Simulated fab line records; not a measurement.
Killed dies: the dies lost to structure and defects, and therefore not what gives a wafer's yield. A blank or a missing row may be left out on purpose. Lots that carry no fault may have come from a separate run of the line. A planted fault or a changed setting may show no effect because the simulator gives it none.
fab line records -- flow sky130
[record] lots = 12, wafers = 36, last-day = 50
route steps=708 shown POLY_GATE@229 LDD_N@239 LDD_P@262 PAD_OPEN@708
lots untouched by any fault: they come from a run of this same line in which no faults occurred
start-h: start of the lot's first displayed wafer, in hours after the record's first day -- wait-h: time in hours since the lot's previous step -- " unchanged from the row above -- L1.1+2: a row that stands for several wafers -- - either no value or no given start -- * or withheld: withheld -- < > ~ a bound
route shown NAME@n: names a module that has steps shown in the file, with the first one's number in the route -- usual: mean and standard deviation over wafers with no fault -- same: alike in all rows -- chamber/n: place in a boat -- sites: readings site by site -- _std_site: standard deviation of those values -- _edge_site: outer sites' mean less inner sites' -- radius-mm: how far each site lies from the wafer's centre -- mask NAME#n: copy n -- behind: the tool/chamber that last shaped the wafer -- hold: cause of the lot's hold/its duration in hours/its outcome -- device: the transistor (n, p or np) that didn't switch -- end of line: tests of these same wafers at the route's end -- a step given without rows: its recipe and nothing more -- killed: not the wafer's yield, but the dies lost to structure and defects at the first sort -- map: shows each die of a wafer: x if killed, . if not, _ if none is there
set.NAME: the run value of the setting; set.NAME@STEP: its run value at that earlier step -- model.NAME: the simulator's own value behind a step, which no gauge read
the route's steps for a sample of lots (tables are steps, rows are wafers)
services: when a tool's chamber went out of use (start-h, in hours from the record's first day, below 0 if earlier), for how many hours, and the reason
[[steps]]
[step SKY_POLY_GATE_ETCH_15]
[recipe] chemistry = N2/H2, target = BARC, ion-energy-ev = 200, source-w = 500, bias-w = 100, pressure-mtorr = 30, n2-flow-sccm = 100, h2-flow-sccm = 200, stop-on = SiO2, time-s = 118.5, target-depth-a = 1100
[usual] drypump-motor-current-A = 5.5/0.47, oes-product-au = 0.717/0.0043, throttle-valve-pct = 13.212/0.0088
lot.wafer,tool,chamber,start-h,wait-h,drypump-motor-current-A,oes-product-au,rf-hours-counter-h,throttle-valve-pct
L641.2,rie-diel-04,0,372.60,0.0,5.5,0.716,38,13.212
L641.4,rie-diel-04,2,372.60,0.0,4.9,0.721,-,13.199
L641.5,rie-diel-04,0,372.60,0.0,5.4,0.709,-,13.222
L643.2,rie-diel-04,1,383.33,0.0,5.0,0.720,53,13.224
L643.4,rie-diel-04,2,383.33,0.0,4.9,0.721,-,13.203
L643.5,rie-diel-04,1,383.33,0.0,4.9,0.714,-,13.213
L642.2,rie-diel-01,0,383.55,0.0,5.8,0.718,16,13.201
L642.5,rie-diel-01,0,383.55,0.0,5.8,0.717,-,13.202
L642.6,rie-diel-01,3,383.55,0.0,5.5,0.720,-,13.212
L645.2,rie-diel-04,0,402.04,0.0,5.4,0.719,39,13.214
L645.4,rie-diel-04,1,402.04,0.0,5.0,0.710,53,13.221
L645.6,rie-diel-04,0,402.04,0.0,5.4,0.721,-,13.212
L646.1,rie-diel-02,2,404.78,0.0,6.4,0.715,54,13.211
L646.3,rie-diel-02,0,404.78,0.0,5.9,0.717,-,13.220
L646.6,rie-diel-02,0,404.78,0.0,5.9,0.710,-,13.212
L647.1,rie-diel-01,2,415.45,0.0,4.8,0.715,29,13.222
L647.2,rie-diel-01,1,415.45,0.0,5.6,0.711,14,13.194
L647.5,rie-diel-01,3,415.45,0.0,5.5,0.712,-,13.224
L649.1,rie-diel-02,1,452.24,0.0,5.1,0.710,67,13.219
L649.4,rie-diel-02,0,452.24,0.0,5.9,0.714,68,13.209
L649.6,rie-diel-02,3,452.24,0.0,5.4,0.714,-,13.209
L653.2,rie-diel-04,0,494.58,0.0,5.5,0.715,40,13.217
L653.5,rie-diel-04,0,494.58,0.0,5.5,0.727,-,13.207
L653.6,rie-diel-04,3,494.58,0.0,6.0,0.709,-,13.199
L656.1,rie-diel-01,2,516.58,0.0,4.8,0.712,31,13.230
L656.2,rie-diel-01,1,516.58,0.0,5.7,0.714,16,13.194
L656.6,rie-diel-01,0,516.58,0.0,5.8,0.717,-,13.237
L657.1,rie-diel-02,1,533.99,0.0,5.2,0.711,68,13.210
L657.4,rie-diel-02,0,533.99,0.0,6.0,0.719,69,13.200
L657.6,rie-diel-02,0,533.99,0.0,5.9,0.722,-,13.217
L661.1,rie-diel-02,0,546.63,0.0,6.0,0.712,70,13.210
L661.5,rie-diel-02,2,546.63,0.0,6.4,0.720,-,13.218
L661.6,rie-diel-02,1,546.63,0.0,5.1,0.713,-,13.205
L662.3,rie-diel-02,3,558.20,0.0,5.4,0.712,2,13.202
L662.4,rie-diel-02,1,558.20,0.0,5.2,0.725,69,13.215
L662.5,rie-diel-02,3,558.20,0.0,5.4,0.711,-,13.212
[step SKY_LDD_N_COAT_02]
[recipe] resist = NOVOLAK, spin-rpm = 3000, resist-thk-nm = 300
lot.wafer,tool,chamber,start-h,wait-h
L641.2+4+5,litho-track-02,0,393.67,0.1
L643.2+4+5,litho-track-04,0,404.95,0.1
L642.2+5+6,litho-track-01,0,404.98,0.1
L645.2+4+6,litho-track-02,0,425.87,0.1
L646.1+3+6,litho-track-01,0,426.01,0.1
L647.1+2+5,litho-track-02,0,439.49,0.1
L649.1+4+6,litho-track-02,0,471.09,0.1
L653.2+5+6,litho-track-02,0,511.57,0.1
L656.1+2+6,litho-track-01,0,534.21,0.1
L657.1+4+6,litho-track-02,0,549.99,0.1
L661.1+5+6,litho-track-01,0,563.81,0.1
L662.3+4+5,litho-track-01,0,575.86,0.1
[step SKY_LDD_N_OVL_MEAS_07]
[usual] LDD_N_OVL = -0.3/1.6
lot.wafer,tool,chamber,start-h,wait-h,LDD_N_OVL[nm]
L641.2,overlay-01,-,408.15,0.1,-0.1
L641.4,overlay-01,-,408.15,0.1,-0.5
L641.5,overlay-01,-,408.15,0.1,-0.5
L643.2,overlay-01,-,419.70,0.1,-0.1
L643.4,overlay-01,-,419.70,0.1,-1.0
L643.5,overlay-01,-,419.70,0.1,0.6
L642.2,overlay-02,-,419.78,0.1,-2.6
L642.5,overlay-02,-,419.78,0.1,-2.1
L642.6,overlay-02,-,419.78,0.1,-2.1
L645.2,overlay-01,-,440.16,0.1,-1.6
L645.4,overlay-01,-,440.16,0.1,-1.3
L645.6,overlay-01,-,440.16,0.1,-1.2
L646.1,overlay-02,-,440.46,0.1,-1.7
L646.3,overlay-02,-,440.46,0.1,0.8
L646.6,overlay-02,-,440.46,0.1,-0.3
L647.1,overlay-01,-,454.88,0.1,0.5
L647.2,overlay-01,-,454.88,0.1,0.9
L647.5,overlay-01,-,454.88,0.1,-1.0
L649.1,overlay-01,-,486.09,0.1,-3.2
L649.4,overlay-01,-,486.09,0.1,0.0
L649.6,overlay-01,-,486.09,0.1,-2.1
L653.2,overlay-02,-,526.93,0.1,-2.1
L653.5,overlay-02,-,526.93,0.1,-1.8
L653.6,overlay-02,-,526.93,0.1,-3.0
L656.1,overlay-01,-,548.74,0.1,-1.6
L656.2,overlay-01,-,548.74,0.1,-0.9
L656.6,overlay-01,-,548.74,0.1,-0.3
L657.1,overlay-02,-,565.59,0.1,-0.7
L657.4,overlay-02,-,565.59,0.1,-2.1
L657.6,overlay-02,-,565.59,0.1,-1.3
L661.1,overlay-01,-,578.11,0.1,-0.5
L661.5,overlay-01,-,578.11,0.1,1.8
L661.6,overlay-01,-,578.11,0.1,3.0
L662.3,overlay-02,-,590.26,0.1,-0.7
L662.4,overlay-02,-,590.26,0.1,-0.4
L662.5,overlay-02,-,590.26,0.1,0.7
[step SKY_LDD_N_STRIP_16]
[recipe] chemistry = O2/N2, power-w = 1400, pressure-mtorr = 1500, platen-temp-c = withheld, o2-flow-sccm = 3000, n2-flow-sccm = 300, overash-fraction = 0.5
[usual] drypump-motor-current-A = 5.6/0.47, oes-product-au = 0.407/0.0048, strip-time-to-endpoint-s = 4.315/0.015
[same] overash-fraction = 0.5
lot.wafer,tool,chamber,start-h,wait-h,drypump-motor-current-A,oes-product-au,rf-hours-counter-h,strip-time-to-endpoint-s
L641.2,plasma-asher-01,0,409.38,0.1,6.4,0.405,70,4.325
L641.4,plasma-asher-01,0,409.38,0.1,6.4,0.402,-,4.328
L641.5,plasma-asher-01,1,409.38,0.1,5.0,0.410,-,4.335
L643.2,plasma-asher-04,1,420.93,0.1,5.0,0.409,62,4.315
L643.4,plasma-asher-04,1,420.93,0.1,4.9,0.406,-,4.288
L643.5,plasma-asher-04,1,420.93,0.1,5.0,0.407,-,4.309
L642.2,plasma-asher-03,1,421.01,0.1,5.6,0.404,30,4.292
L642.5,plasma-asher-03,0,421.01,0.1,5.9,0.409,-,4.307
L642.6,plasma-asher-03,1,421.01,0.1,5.6,0.409,-,4.315
L645.2,plasma-asher-03,1,441.39,0.1,5.7,0.397,33,4.331
L645.4,plasma-asher-03,0,441.39,0.1,5.9,0.408,-,4.339
L645.6,plasma-asher-03,0,441.39,0.1,5.9,0.401,-,4.312
L646.1,plasma-asher-04,1,441.69,0.1,5.0,0.412,64,4.307
L646.3,plasma-asher-04,0,441.69,0.1,5.9,0.404,-,4.300
L646.6,plasma-asher-04,1,441.69,0.1,5.0,0.402,-,4.305
L647.1,plasma-asher-01,0,456.11,0.1,6.4,0.404,75,4.312
L647.2,plasma-asher-01,1,456.11,0.1,5.0,0.406,75,4.303
L647.5,plasma-asher-01,0,456.11,0.1,6.4,0.401,-,4.312
L649.1,plasma-asher-03,0,487.33,0.1,5.9,0.397,37,4.291
L649.4,plasma-asher-03,0,487.33,0.1,5.9,0.408,-,4.290
L649.6,plasma-asher-03,0,487.33,0.1,5.9,0.410,-,4.315
L653.2,plasma-asher-04,0,528.16,0.1,5.9,0.454,73,5.425
L653.5,plasma-asher-04,0,528.16,0.1,5.9,0.457,-,5.415
L653.6,plasma-asher-04,1,528.16,0.1,5.0,0.456,-,5.420
L656.1,plasma-asher-03,0,549.98,0.1,5.9,0.403,44,4.310
L656.2,plasma-asher-03,1,549.98,0.1,5.7,0.403,44,4.301
L656.6,plasma-asher-03,0,549.98,0.1,5.9,0.405,-,4.323
L657.1,plasma-asher-04,0,566.83,0.1,5.9,0.458,76,5.442
L657.4,plasma-asher-04,1,566.83,0.1,5.0,0.446,-,5.434
L657.6,plasma-asher-04,0,566.83,0.1,5.9,0.458,-,5.446
L661.1,plasma-asher-01,1,579.34,0.1,5.0,0.413,88,4.301
L661.5,plasma-asher-01,0,579.34,0.1,6.4,0.403,-,4.308
L661.6,plasma-asher-01,1,579.34,0.1,5.0,0.415,-,4.304
L662.3,plasma-asher-03,1,591.51,0.1,5.6,0.399,-,4.320
L662.4,plasma-asher-03,0,591.51,0.1,5.9,0.402,-,4.322
L662.5,plasma-asher-03,0,591.51,0.1,5.9,0.402,-,4.328
[step SKY_LDD_P_CD_MEAS_07]
[recipe] target-cd-nm = 380
[usual] cd-nm = 379.7/2.4
lot.wafer,tool,chamber,start-h,wait-h,cd-nm
L641.2,cd-sem-01,-,437.98,0.1,382.1
L641.4,cd-sem-01,-,437.98,0.1,378.9
L641.5,cd-sem-01,-,437.98,0.1,381.7
L643.2,cd-sem-02,-,450.15,0.1,379.8
L643.4,cd-sem-02,-,450.15,0.1,376.0
L643.5,cd-sem-02,-,450.15,0.1,379.8
L642.2,cd-sem-01,-,450.40,0.1,379.0
L642.5,cd-sem-01,-,450.40,0.1,376.4
L642.6,cd-sem-01,-,450.40,0.1,376.2
L645.2,cd-sem-01,-,471.40,0.1,383.0
L645.4,cd-sem-01,-,471.40,0.1,381.5
L645.6,cd-sem-01,-,471.40,0.1,380.9
L646.1,cd-sem-02,-,471.73,0.1,374.4
L646.3,cd-sem-02,-,471.73,0.1,373.7
L646.6,cd-sem-02,-,471.73,0.1,378.2
L647.1,cd-sem-02,-,485.60,0.3,380.1
L647.2,cd-sem-02,-,485.60,0.3,380.6
L647.5,cd-sem-02,-,485.60,0.3,378.2
L649.1,cd-sem-02,-,517.48,0.1,378.5
L649.4,cd-sem-02,-,517.48,0.1,379.9
L649.6,cd-sem-02,-,517.48,0.1,380.8
L653.2,cd-sem-01,-,557.65,0.1,380.4
L653.5,cd-sem-01,-,557.65,0.1,379.3
L653.6,cd-sem-01,-,557.65,0.1,379.1
L656.1,cd-sem-01,-,579.06,0.1,384.1
L656.2,cd-sem-01,-,579.06,0.1,380.8
L656.6,cd-sem-01,-,579.06,0.1,382.6
L657.1,cd-sem-02,-,596.28,0.1,377.1
L657.4,cd-sem-02,-,596.28,0.1,375.3
L657.6,cd-sem-02,-,596.28,0.1,377.9
L661.1,cd-sem-02,-,609.03,0.1,378.5
L661.5,cd-sem-02,-,609.03,0.1,381.2
L661.6,cd-sem-02,-,609.03,0.1,377.5
L662.3,cd-sem-01,-,620.02,0.1,382.0
L662.4,cd-sem-01,-,620.02,0.1,381.6
L662.5,cd-sem-01,-,620.02,0.1,384.5
[step SKY_PAD_OPEN_PROBE_99]
[usual] killed_at_M0_to_M3 = 44/6.9, killed_at_M4_up = 3.3/1.7, killed-at-contacts = 24/4.7, killed-at-front-end = 15/4.5, killed-at-other = 0.2/0.49, killed-dies = 86/8.4, killed-open = 47/6.5, killed-short = 39/6
[same] gross-dies = 492, killed-at-back-side = 0
lot.wafer,tool,chamber,start-h,wait-h,killed_at_M0_to_M3,killed_at_M4_up,killed-at-contacts,killed-at-front-end,killed-at-other,killed-dies,killed-open,killed-short
L641.2,prober-01,-,1072.81,0.1,39,3,29,15,0,86,41,45
L641.4,prober-01,-,1072.91,0.2,40,4,25,22,0,91,54,37
L641.5,prober-01,-,1072.96,0.2,46,4,26,16,2,94,50,44
L643.2,prober-02,-,1080.72,0.1,47,1,21,15,1,85,42,43
L643.4,prober-02,-,1080.82,0.2,47,4,27,20,0,98,53,45
L643.5,prober-02,-,1080.87,0.2,45,3,23,20,0,91,48,43
L642.2,prober-01,-,1084.48,0.1,44,1,24,6,0,75,39,36
L642.5,prober-01,-,1084.63,0.2,55,4,22,13,0,94,57,37
L642.6,prober-01,-,1084.68,0.2,53,5,20,7,1,86,56,30
L645.2,prober-01,-,1101.48,0.1,46,2,26,19,0,93,58,35
L645.4,prober-01,-,1101.58,0.2,47,2,21,13,0,83,53,30
L645.6,prober-01,-,1101.68,0.2,37,4,26,12,1,80,49,31
L646.1,prober-02,-,1101.68,0.1,31,6,23,14,0,74,36,38
L646.3,prober-02,-,1101.78,0.2,44,2,20,19,0,85,42,43
L646.6,prober-02,-,1101.93,0.2,36,5,27,10,0,78,48,30
L647.1,prober-01,-,1108.03,0.1,54,2,24,20,0,100,58,42
L647.2,prober-01,-,1108.08,0.1,41,2,24,12,0,79,48,31
L647.5,prober-01,-,1108.23,0.2,32,2,27,12,1,74,48,26
L649.1,prober-02,-,1129.96,0.1,50,5,18,12,0,85,38,47
L649.4,prober-02,-,1130.11,0.2,44,3,24,15,0,86,47,39
L649.6,prober-02,-,1130.21,0.2,34,3,20,19,0,76,45,31
L653.2,prober-02,-,1154.44,0.1,36,0,27,15,0,78,38,40
L653.5,prober-02,-,1154.59,0.2,37,2,27,15,0,81,48,33
L653.6,prober-02,-,1154.64,0.2,39,3,22,10,0,74,44,30
L656.1,prober-01,-,1165.84,0.1,39,3,27,5,0,74,32,42
L656.2,prober-01,-,1165.89,0.1,60,3,16,7,0,86,48,38
L656.6,prober-01,-,1166.09,0.2,44,4,20,15,0,83,44,39
L657.1,prober-01,-,1179.41,0.1,42,1,33,17,0,93,55,38
L657.4,prober-01,-,1179.56,0.2,44,4,16,18,1,83,40,43
L657.6,prober-01,-,1179.66,0.2,40,3,21,21,2,87,48,39
L661.1,prober-02,-,1188.34,0.1,53,2,28,13,0,96,50,46
L661.5,prober-02,-,1188.54,0.2,36,1,25,18,0,80,44,36
L661.6,prober-02,-,1188.59,0.2,44,6,19,9,0,78,37,41
L662.3,prober-01,-,1192.16,0.2,37,3,23,18,0,81,40,41
L662.4,prober-01,-,1192.21,0.2,37,5,25,19,0,86,49,37
L662.5,prober-01,-,1192.26,0.2,36,4,22,21,1,84,44,40
// killed by level:class
L641.2 CONTACT:geometric-particle:open=15 METAL1:geometric-particle:short=9 VIA1:geometric-particle:open=7 METAL2:geometric-particle:short=6 FIELD_ISO:geometric-particle:short=5 SPACER:geometric-particle:short=4 LI_CONTACT:geometric-particle:short=4 LI_CONTACT:geometric-particle:open=4
L641.4 VIA3:geometric-particle:open=9 CONTACT:geometric-particle:open=8 FIELD_ISO:geometric-particle:open=7 VIA1:geometric-particle:open=7 METAL2:geometric-particle:short=7 FIELD_ISO:geometric-particle:short=6 CONTACT:geometric-particle:short=6 POLY_GATE:geometric-particle:open=5
L641.5 VIA1:geometric-particle:short=12 CONTACT:geometric-particle:open=10 VIA1:geometric-particle:open=9 VIA2:geometric-particle:open=7 FIELD_ISO:geometric-particle:open=6 FIELD_ISO:geometric-particle:short=6 LI_CONTACT:geometric-particle:open=6 CONTACT:geometric-particle:short=5
L643.2 METAL1:geometric-particle:short=8 VIA3:geometric-particle:open=8 LI_CONTACT:geometric-particle:open=6 METAL2:geometric-particle:short=6 VIA1:geometric-particle:open=6 LI_CONTACT:geometric-particle:short=5 VIA2:geometric-particle:open=5 POLY_GATE:geometric-particle:open=4
L643.4 LI_CONTACT:geometric-particle:open=10 FIELD_ISO:geometric-particle:short=9 CONTACT:geometric-particle:open=9 VIA1:geometric-particle:open=9 VIA2:geometric-particle:open=9 VIA3:geometric-particle:short=8 POLY_GATE:geometric-particle:short=5 LOCAL_INTERCONNECT:geometric-particle:short=5
L643.5 VIA2:geometric-particle:open=10 METAL1:geometric-particle:short=9 VIA1:geometric-particle:open=8 POLY_GATE:geometric-particle:short=7 CONTACT:geometric-particle:open=6 FIELD_ISO:geometric-particle:short=4 LI_CONTACT:geometric-particle:open=4 LOCAL_INTERCONNECT:geometric-particle:short=4
L642.2 VIA1:geometric-particle:open=9 VIA2:geometric-particle:open=8 CONTACT:geometric-particle:short=7 CONTACT:geometric-particle:open=7 VIA3:geometric-particle:open=7 METAL3:geometric-particle:short=6 LI_CONTACT:geometric-particle:open=4 LOCAL_INTERCONNECT:geometric-particle:short=4
L642.5 VIA1:geometric-particle:open=19 CONTACT:geometric-particle:open=10 VIA2:geometric-particle:open=8 LI_CONTACT:geometric-particle:open=7 METAL2:geometric-particle:short=6 VIA3:geometric-particle:open=5 FIELD_ISO:geometric-particle:open=4 POLY_GATE:geometric-particle:short=4
L642.6 VIA1:geometric-particle:open=15 VIA2:geometric-particle:open=9 CONTACT:geometric-particle:open=9 LI_CONTACT:geometric-particle:open=5 VIA3:geometric-particle:open=5 METAL1:geometric-particle:short=4 METAL2:geometric-particle:short=4 SPACER:geometric-particle:short=3
L645.2 VIA1:geometric-particle:open=15 CONTACT:geometric-particle:open=9 VIA2:geometric-particle:open=8 VIA3:geometric-particle:open=7 LI_CONTACT:geometric-particle:open=6 CONTACT:geometric-particle:short=6 METAL2:geometric-particle:short=6 FIELD_ISO:geometric-particle:open=5
L645.4 VIA1:geometric-particle:open=13 CONTACT:geometric-particle:open=11 VIA3:geometric-particle:open=8 METAL2:geometric-particle:short=5 FIELD_ISO:geometric-particle:open=4 LOCAL_INTERCONNECT:geometric-particle:open=4 VIA1:geometric-particle:short=4 VIA2:geometric-particle:open=4
L645.6 CONTACT:geometric-particle:open=11 VIA2:geometric-particle:open=8 FIELD_ISO:geometric-particle:open=6 LI_CONTACT:geometric-particle:open=6 VIA1:geometric-particle:open=6 METAL4:geometric-particle:short=4 LI_CONTACT:geometric-particle:short=4 CONTACT:geometric-particle:short=4
L646.1 LI_CONTACT:geometric-particle:open=7 CONTACT:geometric-particle:open=7 VIA1:geometric-particle:short=6 VIA1:geometric-particle:open=5 FIELD_ISO:geometric-particle:short=4 METAL1:geometric-particle:short=4 LOCAL_INTERCONNECT:geometric-particle:short=4 VIA2:geometric-particle:short=4
L646.3 CONTACT:geometric-particle:open=7 VIA3:geometric-particle:open=7 METAL1:geometric-particle:short=6 VIA1:geometric-particle:open=6 VIA2:geometric-particle:open=6 POLY_GATE:geometric-particle:short=5 LI_CONTACT:geometric-particle:short=5 METAL2:geometric-particle:short=5
L646.6 LI_CONTACT:geometric-particle:open=9 VIA2:geometric-particle:open=9 CONTACT:geometric-particle:open=8 VIA3:geometric-particle:open=7 LOCAL_INTERCONNECT:geometric-particle:short=5 VIA1:geometric-particle:short=4 VIA1:geometric-particle:open=4 METAL3:geometric-particle:short=4
L647.1 VIA1:geometric-particle:open=19 LI_CONTACT:geometric-particle:open=8 VIA2:geometric-particle:open=8 CONTACT:geometric-particle:open=7 FIELD_ISO:geometric-particle:open=6 FIELD_ISO:geometric-particle:short=6 VIA3:geometric-particle:open=5 VIA1:geometric-particle:short=5
L647.2 CONTACT:geometric-particle:open=12 VIA1:geometric-particle:open=11 VIA1:geometric-particle:short=8 VIA3:geometric-particle:open=8 CONTACT:geometric-particle:short=6 LI_CONTACT:geometric-particle:open=4 VIA2:geometric-particle:open=4 FIELD_ISO:geometric-particle:open=3
L647.5 CONTACT:geometric-particle:open=11 LI_CONTACT:geometric-particle:open=8 VIA1:geometric-particle:open=7 VIA2:geometric-particle:open=6 VIA1:geometric-particle:short=5 VIA3:geometric-particle:open=5 FIELD_ISO:geometric-particle:short=4 POLY_GATE:geometric-particle:open=3
L649.1 VIA1:geometric-particle:open=12 METAL1:geometric-particle:short=11 CONTACT:geometric-particle:open=9 FIELD_ISO:geometric-particle:short=6 METAL2:geometric-particle:short=6 VIA2:geometric-particle:short=5 LI_CONTACT:geometric-particle:short=4 VIA2:geometric-particle:open=4
L649.4 VIA1:geometric-particle:open=13 CONTACT:geometric-particle:open=11 METAL1:geometric-particle:short=8 VIA2:geometric-particle:short=5 VIA2:geometric-particle:open=5 FIELD_ISO:geometric-particle:open=4 LI_CONTACT:geometric-particle:open=4 CONTACT:geometric-particle:short=4
L649.6 VIA1:geometric-particle:open=14 CONTACT:geometric-particle:open=10 FIELD_ISO:geometric-particle:short=5 POLY_GATE:geometric-particle:open=5 POLY_GATE:geometric-particle:short=5 METAL1:geometric-particle:short=5 LI_CONTACT:geometric-particle:open=4 VIA2:geometric-particle:open=4
L653.2 CONTACT:geometric-particle:open=9 VIA1:geometric-particle:open=8 CONTACT:geometric-particle:short=7 POLY_GATE:geometric-particle:short=6 VIA1:geometric-particle:short=6 VIA3:geometric-particle:open=6 LI_CONTACT:geometric-particle:open=5 VIA2:geometric-particle:open=5
L653.5 CONTACT:geometric-particle:open=9 VIA3:geometric-particle:open=8 VIA2:geometric-particle:open=8 LOCAL_INTERCONNECT:geometric-particle:short=7 FIELD_ISO:geometric-particle:open=6 LI_CONTACT:geometric-particle:open=6 VIA1:geometric-particle:open=5 METAL3:geometric-particle:short=5
L653.6 LI_CONTACT:geometric-particle:open=11 VIA1:geometric-particle:open=10 VIA2:geometric-particle:open=6 VIA3:geometric-particle:open=5 CONTACT:geometric-particle:open=4 METAL1:geometric-particle:short=4 VIA1:geometric-particle:short=4 POLY_GATE:geometric-particle:short=3
L656.1 LOCAL_INTERCONNECT:geometric-particle:short=9 LI_CONTACT:geometric-particle:open=6 CONTACT:geometric-particle:open=6 VIA1:geometric-particle:open=6 METAL2:geometric-particle:short=6 VIA2:geometric-particle:open=5 VIA3:geometric-particle:open=5 VIA1:geometric-particle:short=4
L656.2 VIA1:geometric-particle:open=13 VIA3:geometric-particle:open=10 CONTACT:geometric-particle:open=9 METAL2:geometric-particle:short=8 VIA2:geometric-particle:open=7 VIA1:geometric-particle:short=7 METAL3:geometric-particle:short=5 LI_CONTACT:geometric-particle:open=4
L656.6 VIA1:geometric-particle:open=11 METAL1:geometric-particle:short=8 VIA3:geometric-particle:open=7 VIA2:geometric-particle:open=7 CONTACT:geometric-particle:open=5 POLY_GATE:geometric-particle:short=4 LI_CONTACT:geometric-particle:open=4 LI_CONTACT:geometric-particle:short=4
L657.1 CONTACT:geometric-particle:open=12 VIA3:geometric-particle:open=10 VIA1:geometric-particle:open=10 LI_CONTACT:geometric-particle:open=8 CONTACT:geometric-particle:short=7 METAL1:geometric-particle:short=7 FIELD_ISO:geometric-particle:open=6 VIA1:geometric-particle:short=5
L657.4 VIA1:geometric-particle:open=9 METAL1:geometric-particle:short=7 LI_CONTACT:geometric-particle:open=6 VIA3:geometric-particle:open=5 VIA2:geometric-particle:short=5 VIA2:geometric-particle:open=5 VIA1:geometric-particle:short=4 METAL2:geometric-particle:short=4
L657.6 CONTACT:geometric-particle:open=9 LI_CONTACT:geometric-particle:open=7 VIA1:geometric-particle:open=7 VIA2:geometric-particle:open=6 FIELD_ISO:geometric-particle:short=5 POLY_GATE:geometric-particle:open=5 FIELD_ISO:geometric-particle:open=4 METAL1:geometric-particle:short=4
L661.1 VIA1:geometric-particle:open=14 CONTACT:geometric-particle:open=9 VIA3:geometric-particle:open=8 CONTACT:geometric-particle:short=7 LI_CONTACT:geometric-particle:open=6 METAL2:geometric-particle:short=6 VIA1:geometric-particle:short=6 VIA3:geometric-particle:short=6
L661.5 CONTACT:geometric-particle:open=10 LI_CONTACT:geometric-particle:open=7 VIA1:geometric-particle:open=7 FIELD_ISO:geometric-particle:open=6 METAL1:geometric-particle:short=5 CONTACT:geometric-particle:short=4 VIA1:geometric-particle:short=4 METAL2:geometric-particle:short=4
L661.6 VIA2:geometric-particle:open=10 METAL1:geometric-particle:short=10 METAL2:geometric-particle:short=7 LOCAL_INTERCONNECT:geometric-particle:short=5 CONTACT:geometric-particle:open=5 LI_CONTACT:geometric-particle:open=4 CONTACT:geometric-particle:short=4 VIA1:geometric-particle:open=4
L662.3 CONTACT:geometric-particle:open=12 VIA2:geometric-particle:short=7 VIA1:geometric-particle:open=5 METAL2:geometric-particle:short=5 VIA2:geometric-particle:open=5 POLY_GATE:geometric-particle:open=4 LI_CONTACT:geometric-particle:open=4 CONTACT:geometric-particle:short=4
L662.4 CONTACT:geometric-particle:open=10 VIA1:geometric-particle:open=8 FIELD_ISO:geometric-particle:short=7 VIA2:geometric-particle:open=7 VIA3:geometric-particle:open=6 FIELD_ISO:geometric-particle:open=5 VIA3:geometric-particle:short=5 LI_CONTACT:geometric-particle:open=5
L662.5 VIA1:geometric-particle:open=11 LI_CONTACT:geometric-particle:open=7 POLY_GATE:geometric-particle:open=6 CONTACT:geometric-particle:open=6 VIA2:geometric-particle:open=6 FIELD_ISO:geometric-particle:short=4 POLY_GATE:geometric-particle:short=4 CONTACT:geometric-particle:short=4
[[services]]
tool,chamber,start-h,hours,kind
rie-diel-01,-,352.45,2.2,repair
rie-diel-02,0,362.31,3.3,repair
rie-diel-04,3,367.79,-,clean
rie-diel-04,3,367.79,17.0,scheduled-down
rie-diel-04,3,367.79,17.0,vent-cycle
rie-diel-02,-,369.59,14.6,pm
rie-diel-02,3,384.19,-,clean
rie-diel-02,3,384.19,17.8,scheduled-down
rie-diel-02,3,384.19,17.8,vent-cycle
rie-diel-02,1,389.34,15.6,repair
rie-diel-04,-,403.34,14.6,pm
rie-diel-02,3,404.27,41.1,repair
rie-diel-04,2,429.45,7.3,repair
plasma-asher-01,-,440.68,2.9,repair
rie-diel-02,-,441.90,0.7,repair
rie-diel-02,1,476.08,4.5,repair
rie-diel-01,1,481.52,1.5,repair
rie-diel-01,3,492.37,-,clean
rie-diel-01,3,492.37,22.8,scheduled-down
rie-diel-01,3,492.37,22.8,vent-cycle
rie-diel-01,3,551.03,62.2,repair
rie-diel-01,0,553.52,1.7,repair
rie-diel-01,0,565.22,18.6,repair
[[key]]
[first-sign] step = SKY_LDD_N_STRIP_16, reading = strip-time-to-endpoint-s, direction = up, sigmas = 74, usual = *, struck = *
[effect] step = SKY_LDD_N_STRIP_16, reading = oes-product-au, direction = up, sigmas = 10, usual = 0.407, struck = 0.455
met-at SKY_LDD_N_COAT_02
struck-lots L653,L657
tester-left-out L653,L657
not-acting-at SKY_POLY_GATE_ETCH_15,SKY_LDD_N_OVL_MEAS_07,SKY_LDD_P_CD_MEAS_07
onset-between 471.09 511.57
also-fits SKY_LDD_N_STRIP_16:plasma-asher-04
[fault] kind = process-parameter-drift, tool = litho-track-02, chamber = -, onset-h = 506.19, steps = SKY_LDD_N_COAT_02, channel = resist-thk-nm, offset = 88.1, shape = step, end-h = 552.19, acts-in = these-recipes-only, stated = 300
// tester-left-out: of these lots the tester's yield and bins aren't shown, on N5 and GAA mostly nor the transistor test; their killed dies are dies lost to structure and defects alone, not to doping, threshold or leakage, so they don't give the yield
